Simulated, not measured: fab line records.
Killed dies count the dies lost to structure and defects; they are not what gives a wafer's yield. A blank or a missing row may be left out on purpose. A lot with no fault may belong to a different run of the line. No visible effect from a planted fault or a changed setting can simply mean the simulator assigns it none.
Which tool did it? | flow gf180mcu | 12 lots, 35 wafers sampled, at 5 steps of a route of 602

## WHAT THE GAUGES READ, wafer by wafer
GF_TOP_METAL_CD_MEAS_14: the cd target is 440 nm.
lot  | measured     | on        | cd-nm (nm)
L748 | day 27 20:44 | cd-sem-02 | 434.2 437.4 437.1
L749 | day 28 04:32 | cd-sem-02 | 437.6 440.8 438.7
L751 | day 28 21:22 | cd-sem-02 | 444.5 441.9 445.5
L752 | day 28 22:02 | cd-sem-02 | 442.2 443.2
L753 | day 29 10:35 | cd-sem-01 | 439.1 439.0 439.6
L754 | day 29 18:40 | cd-sem-02 | 440.8 438.5 439.0
L755 | day 30 13:02 | cd-sem-01 | 439.6 437.5 439.2
L756 | day 30 14:53 | cd-sem-02 | 376.9 436.4 435.2 376.9 436.3 434.9
L757 | day 31 01:10 | cd-sem-02 | 383.0 441.9 381.9 382.9 442.1 382.1
L758 | day 31 18:37 | cd-sem-01 | 443.0 439.1 441.1
L769 | day 33 20:19 | cd-sem-01 | 441.4 441.0 438.4
L771 | day 34 05:58 | cd-sem-01 | 438.6 438.7 439.4

## WHICH TOOL RAN EACH LOT (tool, then ch and the chambers of the sampled wafers, then the start)
lot  | GF_MIM_SPUTTER_08            | GF_M5_ETCH_09                      | GF_V5_SPUTTER_22             | GF_TOP_METAL_EXPOSE_11
L748 | pvd-sputter-01, day 24 05:17 | rie-diel-01 ch 0,1, day 26 00:47   | pvd-sputter-04, day 26 23:44 | iline-stepper-02 ch 0, day 27 11:28
L749 | pvd-sputter-04, day 24 13:15 | rie-diel-03 ch 0,1, day 26 08:50   | pvd-sputter-02, day 27 08:10 | iline-stepper-02 ch 0, day 27 18:49
L751 | pvd-sputter-01, day 25 08:53 | rie-diel-02 ch 2,3, day 27 02:43   | pvd-sputter-04, day 28 00:52 | iline-stepper-02 ch 0, day 28 12:02
L752 | pvd-sputter-01, day 25 11:06 | rie-diel-03 ch 2,3, day 27 04:20   | pvd-sputter-03, day 28 02:24 | iline-stepper-02 ch 0, day 28 12:45
L753 | pvd-sputter-04, day 25 21:54 | rie-diel-01 ch 0,1,3, day 27 16:08 | pvd-sputter-04, day 28 14:19 | iline-stepper-01 ch 0, day 29 00:52
L754 | pvd-sputter-01, day 26 08:53 | rie-diel-03 ch 0,1, day 28 02:07   | pvd-sputter-02, day 28 22:59 | iline-stepper-02 ch 0, day 29 09:47
L755 | pvd-sputter-01, day 27 05:57 | rie-diel-03 ch 0,3, day 28 21:13   | pvd-sputter-03, day 29 18:20 | iline-stepper-02 ch 0, day 30 04:19
L756 | pvd-sputter-03, day 27 07:52 | rie-diel-02 ch 0,3, day 28 23:07   | pvd-sputter-04, day 29 20:03 | iline-stepper-02 ch 0, day 30 06:08
L757 | pvd-sputter-03, day 27 18:05 | rie-diel-03 ch 1,3, day 29 09:41   | pvd-sputter-02, day 30 06:33 | iline-stepper-02 ch 0, day 30 16:41
L758 | pvd-sputter-01, day 28 13:35 | rie-diel-03 ch 1,2,3, day 30 03:34 | pvd-sputter-04, day 30 23:53 | iline-stepper-01 ch 0, day 31 09:45
L769 | pvd-sputter-04, day 30 21:42 | rie-diel-03 ch 1,2,3, day 32 09:04 | pvd-sputter-02, day 33 04:08 | iline-stepper-01 ch 0, day 33 12:42
L771 | pvd-sputter-01, day 31 07:44 | rie-diel-03 ch 1,3, day 32 18:40   | pvd-sputter-04, day 33 13:56 | iline-stepper-02 ch 0, day 33 22:54
- GF_MIM_SPUTTER_08: material AlCu, target thk 200 nm, time 10.6 s.
- GF_M5_ETCH_09: etches Si3N4 in CF4/O2, target depth 52 nm, time 11.6 s.
- GF_V5_SPUTTER_22: material TiN, target thk 10 nm, time 40 s.
- GF_TOP_METAL_EXPOSE_11: exposes mask MetalTop, target cd 440 nm.

## WHAT THE TOOLS THEMSELVES READ (means of the sampled wafers that have a number; where no wafer has one, the mark that the record gives instead)
GF_MIM_SPUTTER_08.
lot  | tool           | throttle-valve-pct (%)
L748 | pvd-sputter-01 | 29.4
L749 | pvd-sputter-04 | 29.7
L751 | pvd-sputter-01 | 28.5
L752 | pvd-sputter-01 | 29.8
L753 | pvd-sputter-04 | 29.8
L754 | pvd-sputter-01 | 28.6
L755 | pvd-sputter-01 | 29.6
L756 | pvd-sputter-03 | 29.6
L757 | pvd-sputter-03 | 30.3
L758 | pvd-sputter-01 | 28.7
L769 | pvd-sputter-04 | 29.7
L771 | pvd-sputter-01 | 28.9

GF_M5_ETCH_09.
lot  | tool        | bias-w (W) | drypump-motor-current-A (A) | oes-product-au (a.u.) | throttle-valve-pct (%)
L748 | rie-diel-01 | 149.9      | 5.3                         | 1.001                 | 5.967
L749 | rie-diel-03 | 150.3      | 5.5                         | 1.000                 | 5.968
L751 | rie-diel-02 | 149.7      | 5.5                         | 1.011                 | 5.963
L752 | rie-diel-03 | 150.6      | 5.8                         | 0.997                 | 5.976
L753 | rie-diel-01 | 150.1      | 5.6                         | 1.012                 | 5.970
L754 | rie-diel-03 | 150.1      | 5.6                         | 0.999                 | 5.963
L755 | rie-diel-03 | 149.8      | 5.9                         | 0.998                 | 5.974
L756 | rie-diel-02 | 150.2      | 5.3                         | 1.003                 | 5.970
L757 | rie-diel-03 | 150.3      | 5.6                         | 1.007                 | 5.974
L758 | rie-diel-03 | 150.1      | 5.5                         | 1.007                 | 5.968
L769 | rie-diel-03 | 149.7      | 5.6                         | 1.009                 | 5.978
L771 | rie-diel-03 | 149.9      | 5.6                         | 1.009                 | 5.972

GF_V5_SPUTTER_22.
lot  | tool           | throttle-valve-pct (%)
L748 | pvd-sputter-04 | 29.8
L749 | pvd-sputter-02 | 29.9
L751 | pvd-sputter-04 | 29.8
L752 | pvd-sputter-03 | 31.1
L753 | pvd-sputter-04 | 29.7
L754 | pvd-sputter-02 | 29.5
L755 | pvd-sputter-03 | 28.8
L756 | pvd-sputter-04 | 29.8
L757 | pvd-sputter-02 | 29.9
L758 | pvd-sputter-04 | 29.6
L769 | pvd-sputter-02 | 29.8
L771 | pvd-sputter-04 | 29.6

GF_TOP_METAL_EXPOSE_11.
lot  | tool             | focus-offset-nm (nm)
L748 | iline-stepper-02 | -0.3
L749 | iline-stepper-02 | -0.3
L751 | iline-stepper-02 | 0.6
L752 | iline-stepper-02 | -0.7
L753 | iline-stepper-01 | 0.1
L754 | iline-stepper-02 | -0.2
L755 | iline-stepper-02 | 0.6
L756 | iline-stepper-02 | -0.6
L757 | iline-stepper-02 | 0.4
L758 | iline-stepper-01 | 0.7
L769 | iline-stepper-01 | 0.9
L771 | iline-stepper-02 | 0.2

## THE ANSWER, worked out from the rows above alone
Rule: usual is defined by the lots themselves. The widest of any qualifying gaps counts: lots, ordered by their means at a reading, are off when they make up no more than a third of the lots, leave a main group of 4 or more, and stand apart from it by 3 or more times the standard deviation of that group's means. Not used: any main group whose means are identical at the precision the tables above print for the reading. Also off: a lot with no number at a reading for which 4 or more lots have one. Any other lot the step has rows for is counted as sound. After the gauges, taken in route order, come the tools' own readings; for these a lot's mean is taken, as printed above. At the first step where some lot is off, the reading lying furthest off is the one used; lots without a number count as furthest.
Off, at GF_TOP_METAL_CD_MEAS_14 on cd-nm: L756, L757. For the main group the mean is 440.0 nm and the standard deviation 2.1.
If a tool, at a process step before that reading, ran all the lots that are off and no sound lot after the first of them, it fits. Gauges at GF_TOP_METAL_CD_MEAS_14: tried the same way as those tools. Undecided on this evidence; 2 tools fit (pvd-sputter-03 at GF_MIM_SPUTTER_08, cd-sem-02 at GF_TOP_METAL_CD_MEAS_14).

## WHAT THE SIMULATOR PUT IN
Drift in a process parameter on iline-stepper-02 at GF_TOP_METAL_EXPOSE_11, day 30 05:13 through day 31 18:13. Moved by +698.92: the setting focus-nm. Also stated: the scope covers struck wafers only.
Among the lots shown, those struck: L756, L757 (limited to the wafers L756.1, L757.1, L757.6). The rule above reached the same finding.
